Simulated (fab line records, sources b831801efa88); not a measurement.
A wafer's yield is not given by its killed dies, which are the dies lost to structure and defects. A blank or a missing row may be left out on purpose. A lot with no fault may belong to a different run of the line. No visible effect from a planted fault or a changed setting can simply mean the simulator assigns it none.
Chamber matching + flow gf180mcu + cmp-01 running GF_V5_CMP_26: 4 sister chambers
The step polishes, stops on SiO2, t overpolish 15 s, target thk 0 nm. 14 wafers are shown with their chamber, then 7 later ones without.

== WAFERS WITH THEIR CHAMBER ==
| wafer  | chamber | motor_current_A (A) | time_to_endpoint_s (s) | slurry_filter_dp_kPa (kPa) |
|--------|---------|---------------------|------------------------|----------------------------|
| L534.1 | 3       | 8.5                 | 84                     | 13.62                      |
| L534.4 | 0       | 11.5                | 79                     | 13.22                      |
| L534.5 | 2       | 9.4                 | 85                     | 13.72                      |
| L541.1 | 2       | 9.6                 | 81                     | 13.57                      |
| L541.4 | 1       | 14.0                | 78                     | 13.40                      |
| L541.6 | 1       | 13.3                | 75                     | 13.60                      |
| L540.2 | 3       | 8.2                 | 84                     | 13.71                      |
| L540.5 | 0       | 11.5                | 77                     | 13.36                      |
| L540.6 | 1       | 14.4                | 79                     | 13.60                      |
| L544.1 | 0       | 11.0                | 74                     | 13.48                      |
| L544.4 | 2       | 9.7                 | 81                     | 13.74                      |
| L544.6 | 1       | 14.2                | 79                     | 13.48                      |
| L551.1 | 2       | 10.4                | 85                     | 13.56                      |
| L551.4 | 1       | 13.9                | 77                     | 13.47                      |

SIGNATURES (averages over the wafers above)
| reading              | chamber 0 | chamber 1 | chamber 2 | chamber 3 | scatter within a chamber |
|----------------------|-----------|-----------|-----------|-----------|--------------------------|
| motor_current_A      | 11.333    | 13.960    | 9.775     | 8.350     | 0.384                    |
| time_to_endpoint_s   | 76.67     | 77.60     | 83.00     | 84.00     | 2                        |
| slurry_filter_dp_kPa | 13.3533   | 13.5100   | 13.6475   | 13.6650   | 0.0981                   |
Rule: for each reading, subtract the chamber's mean from the wafer's reading, divide by that reading's scatter and square the result; add these up over the readings and take the root, which gives the wafer's distance from the chamber. If the next closest chamber is less than 2 further off than the closest, the wafer can't be placed; otherwise it belongs to the closest. How the scatter is found: for the shown wafers, subtract from each reading the mean of its chamber, square and add these, divide the total by (wafers less chambers), then take the root.

== WAFERS WHOSE CHAMBER IS MISSING ==
| wafer  | motor_current_A (A) | time_to_endpoint_s (s) | slurry_filter_dp_kPa (kPa) |
|--------|---------------------|------------------------|----------------------------|
| L551.6 | 11.4                | 76                     | 13.49                      |
| L554.1 | 13.5                | 80                     | 13.63                      |
| L554.4 | 8.3                 | 84                     | 13.14                      |
| L554.5 | 13.2                | 79                     | 13.58                      |
| L557.2 | 10.3                | 84                     | 13.48                      |
| L557.4 | 11.2                | 77                     | 13.40                      |
| L557.6 | 11.6                | 78                     | 13.48                      |

== CHAMBER TAKEN BY EACH ==
| wafer  | from the rows above     | in truth |
|--------|-------------------------|----------|
| L551.6 | 0                       | 0        |
| L554.1 | 1                       | 1        |
| L554.4 | can't be placed: 3 or 2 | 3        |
| L554.5 | 1                       | 1        |
| L557.2 | 2                       | 2        |
| L557.4 | 0                       | 0        |
| L557.6 | 0                       | 0        |
Correctly placed: 6 of 7. From these rows, 1 cannot be placed; in 1 the true chamber is one of the candidates. Placed wrongly: 0.
